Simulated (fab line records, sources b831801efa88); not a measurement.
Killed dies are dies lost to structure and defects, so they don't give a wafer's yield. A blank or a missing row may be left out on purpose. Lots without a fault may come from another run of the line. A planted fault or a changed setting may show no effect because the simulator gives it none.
fab line records | flow gf180mcu
record lots=15 wafers=45 last_day=35
route steps=602 shown V3@430 V4@488
lots that met no fault: from a run of the same line without faults
start_h: hours from the record's first day to the start of the lot's first wafer shown | wait_h: hours since the lot's step before | " the same as in the row above | L1.1+2: a row that stands for several wafers | - no value, or no start given | * or withheld: withheld | < > ~ a bound
route shown NAME@n: a module of which the file shows steps, and the number in the route of the first | usual: mean/standard deviation of fault-free wafers | same: alike in all rows | chamber/n: place in a boat | sites: the reading at each site | _std_site: their standard deviation | _edge_site: outer sites' mean less inner sites' | radius_mm: how far each site lies from the wafer's centre | mask NAME#n: copy n | behind: the tool/chamber that last shaped the wafer | hold: why the lot was held/for how many hours/how that ended | device: the transistor (n, p or np) that didn't switch | end of line: the same wafers' tests at the end of the route | a step without rows: its recipe alone | killed: dies lost to structure and defects at the first sort, not the wafer's yield | map: a wafer's dies, x killed, . not, _ none there
set.NAME: the setting as run; set.NAME@STEP: as run at that earlier step | model.NAME: the simulator's own value behind a step, which no gauge read
steps of the route over a sample of lots; a table a step, a row a wafer
services: from which hour (start_h, from the record's first day; less than 0 if before it) a tool's chamber was out of use, for how many hours, and why
## steps
# step GF_V3_THK_MEAS_01
# recipe reads=SiO2_of_V3_CVD_00
# usual V3_CVD_00_THK=602/8.2
# columns lot.wafer tool chamber start_h wait_h V3_CVD_00_THK[nm]
L898.3 film_metro-02 - 509.08 0.1 615
L898.4 " - " " 587
L898.6 " - " " 595
L899.2 film_metro-02 - 519.86 0.0 590
L899.3 " - " " 602
L899.5 " - " " 592
L901.2 film_metro-03 - 531.69 0.0 600
L901.4 " - " " 609
L901.5 " - " " 602
L902.1 film_metro-01 - 548.78 0.0 612
L902.5 " - " " 605
L902.6 " - " " 614
L903.2 film_metro-03 - 557.11 0.1 596
L903.3 " - " " 608
L903.5 " - " " 607
L909.1 film_metro-03 - 594.87 0.0 598
L909.2 " - " " 599
L909.4 " - " " 601
L910.2 film_metro-02 - 602.08 0.0 611
L910.4 " - " " 605
L910.5 " - " " 609
L911.2 film_metro-01 - 610.18 0.0 606
L911.3 " - " " 605
L911.4 " - " " 604
L913.1 film_metro-01 - 634.82 0.0 586
L913.4 " - " " 608
L913.6 " - " " 589
L914.1 film_metro-01 - 636.38 0.0 580
L914.4 " - " " 607
L914.6 " - " " 583
L916.3 film_metro-01 - 650.11 0.1 606
L916.4 " - " " 599
L916.5 " - " " 600
L917.2 film_metro-02 - 658.74 0.0 594
L917.4 " - " " 604
L917.5 " - " " 598
L918.1 film_metro-03 - 664.11 0.0 599
L918.2 " - " " 595
L918.3 " - " " 599
L919.2 film_metro-03 - 675.31 0.0 589
L919.4 " - " " 616
L919.6 " - " " 588
L921.4 film_metro-02 - 684.29 0.0 606
L921.5 " - " " 604
L921.6 " - " " 606
# step GF_V3_BOW_MEAS_05
# recipe mode=bow
# usual V3_BOW=117/7.3
# columns lot.wafer tool chamber start_h wait_h V3_BOW[um]
L898.3 film_metro-01 - 509.59 0.3 111
L898.4 " - " " 105
L898.6 " - " " 115
L899.2 film_metro-03 - 520.36 0.2 123
L899.3 " - " " 119
L899.5 " - " " 112
L901.2 film_metro-02 - 532.19 0.1 119
L901.4 " - " " 116
L901.5 " - " " 112
L902.1 film_metro-03 - 549.27 0.2 111
L902.5 " - " " 111
L902.6 " - " " 118
L903.2 film_metro-03 - 557.61 0.1 112
L903.3 " - " " 120
L903.5 " - " " 127
L909.1 film_metro-03 - 595.36 0.1 132
L909.2 " - " " 120
L909.4 " - " " 122
L910.2 film_metro-01 - 602.57 0.1 116
L910.4 " - " " 119
L910.5 " - " " 117
L911.2 film_metro-03 - 610.68 0.1 121
L911.3 " - " " 122
L911.4 " - " " 110
L913.1 film_metro-01 - 635.31 0.1 110
L913.4 " - " " 120
L913.6 " - " " 122
L914.1 film_metro-03 - 636.86 0.2 123
L914.4 " - " " 109
L914.6 " - " " 127
L916.3 film_metro-01 - 650.62 0.3 115
L916.4 " - " " 130
L916.5 " - " " 110
L917.2 film_metro-03 - 659.24 0.2 117
L917.4 " - " " 116
L917.5 " - " " 110
L918.1 film_metro-02 - 664.60 0.1 108
L918.2 " - " " 124
L918.3 " - " " 133
L919.2 film_metro-03 - 675.81 0.2 108
L919.4 " - " " 114
L919.6 " - " " 114
L921.4 film_metro-01 - 684.81 0.2 128
L921.5 " - " " 124
L921.6 " - " " 130
# step GF_V4_PEB_12
# recipe peb_temp_c=135 peb_time_s=90 resist=KrF
# usual chill_plate_temp_C=23.00/0.1 exhaust_pa=45.2/0.89 heater_power_total_W=85.69/0.087
# columns lot.wafer tool chamber start_h wait_h chill_plate_temp_C exhaust_pa heater_power_total_W
L898.3 litho_track-02 0 581.03 - 22.77 46.1 85.61
L898.4 " 0 " " 23.05 45.8 85.65
L898.6 " 0 " " 22.83 46.6 85.68
L899.2 litho_track-02 0 589.99 - 22.98 45.4 85.62
L899.3 " 0 " " 22.94 45.2 85.67
L899.5 " 0 " " 22.88 44.9 85.61
L901.2 litho_track-02 - 602.04 - - - -
L901.4 " - " " - - -
L901.5 " - " " - - -
L902.1 litho_track-03 - 617.53 - - - -
L902.5 " - " " - - -
L902.6 " - " " - - -
L903.2 litho_track-04 - 626.38 - - - -
L903.3 " - " " - - -
L903.5 " - " " - - -
L909.1 litho_track-03 0 661.33 - 22.95 46.2 85.68
L909.2 " 0 " " 23.23 44.4 85.64
L909.4 " 0 " " 23.28 45.6 85.67
L910.2 litho_track-04 0 666.93 - 23.03 45.0 85.62
L910.4 " 0 " " 23.03 47.2 85.67
L910.5 " 0 " " 22.93 46.0 85.65
L911.2 litho_track-02 0 674.69 - 22.79 44.9 85.79
L911.3 " 0 " " 22.91 46.8 85.79
L911.4 " 0 " " 22.90 45.7 85.86
L913.1 litho_track-02 0 698.51 - 22.97 45.4 85.81
L913.4 " 0 " " 23.01 46.4 85.74
L913.6 " 0 " " 23.02 45.7 85.86
L914.1 litho_track-02 0 699.16 - 22.96 43.7 85.70
L914.4 " 0 " " 23.12 44.3 85.60
L914.6 " 0 " " 23.11 44.8 85.79
L916.3 litho_track-02 0 711.48 - 22.97 44.8 85.69
L916.4 " 0 " " 22.95 46.0 85.69
L916.5 " 0 " " 22.88 44.2 85.76
L917.2 litho_track-02 0 719.29 - 22.93 46.1 85.76
L917.4 " 0 " " 22.88 45.6 85.60
L917.5 " 0 " " 22.92 44.9 85.84
L918.1 litho_track-03 0 724.18 - 23.11 46.1 85.56
L918.2 " 0 " " 23.10 45.9 85.57
L918.3 " 0 " " 22.96 44.3 85.76
L919.2 litho_track-02 0 735.59 - 23.05 45.9 85.65
L919.4 " 0 " " 23.13 45.2 85.74
L919.6 " 0 " " 23.07 45.2 85.48
L921.4 litho_track-04 0 743.65 - 22.90 44.2 85.68
L921.5 " 0 " " 23.05 44.9 85.61
L921.6 " 0 " " 23.04 43.7 85.65
# step GF_V4_CD_MEAS_14
# recipe target_cd_nm=260
# usual cd_nm=259.9/1.1
# columns lot.wafer tool chamber start_h wait_h cd_nm
L898.3 cd_sem-02 - 581.35 0.1 261.6
L898.4 " - " " 260.9
L898.6 " - " " 261.8
L899.2 cd_sem-01 - 590.33 0.1 259.9
L899.3 " - " " 260.8
L899.5 " - " " 258.7
L901.2 cd_sem-02 - 602.38 0.1 -
L901.4 " - " " -
L901.5 " - " " -
L902.1 cd_sem-01 - 617.88 0.1 -
L902.5 " - " " -
L902.6 " - " " -
L903.2 cd_sem-02 - 626.72 0.1 -
L903.3 " - " " -
L903.5 " - " " -
L909.1 cd_sem-02 - 661.68 0.1 260.9
L909.2 " - " " 258.6
L909.4 " - " " 260.9
L910.2 cd_sem-01 - 667.27 0.1 260.1
L910.4 " - " " 259.3
L910.5 " - " " 259.7
L911.2 cd_sem-02 - 675.03 0.1 259.6
L911.3 " - " " 259.4
L911.4 " - " " 259.6
L913.1 cd_sem-01 - 698.86 0.1 259.0
L913.4 " - " " 258.6
L913.6 " - " " 260.8
L914.1 cd_sem-02 - 699.51 0.1 259.4
L914.4 " - " " 259.4
L914.6 " - " " 259.4
L916.3 cd_sem-02 - 711.80 0.1 257.6
L916.4 " - " " 257.6
L916.5 " - " " 259.1
L917.2 cd_sem-02 - 719.63 0.1 260.4
L917.4 " - " " 259.8
L917.5 " - " " 260.6
L918.1 cd_sem-02 - 724.53 0.1 258.9
L918.2 " - " " 259.4
L918.3 " - " " 258.1
L919.2 cd_sem-02 - 735.93 0.1 261.5
L919.4 " - " " 261.1
L919.6 " - " " 260.6
L921.4 cd_sem-02 - 743.96 0.1 258.6
L921.5 " - " " 258.4
L921.6 " - " " 258.4
## services
# columns tool chamber start_h hours kind
litho_track-02 - 715.67 - consumable_replace:filter
## key
first_sign step=GF_V4_PEB_12 reading=tool_record direction=missing
effect none on later readings
met_at GF_V4_PEB_12
struck_lots L901,L902,L903
later_rows_left_out L901.2,L901.4,L901.5,L902.1,L902.5,L902.6,L903.2,L903.3,L903.5
sort_left_out L901.2,L901.4,L901.5,L902.1,L902.5,L902.6,L903.2,L903.3,L903.5
not_acting_at GF_V3_THK_MEAS_01,GF_V3_BOW_MEAS_05,GF_V4_CD_MEAS_14
onset_between 589.99 602.04
fault kind=skipped_step_whole tool=litho_track-02,litho_track-03,litho_track-04 chamber=- onset_h=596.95 steps=GF_V4_PEB_12 scope=struck_lots_only
# sort_left_out: the simulated sort isn't trusted on such a fault, so these wafers' sort isn't shown, and their yield isn't known
# later_rows_left_out: the simulator's readings of these wafers behind a module that went badly wrong aren't trusted and aren't shown, but for the sort
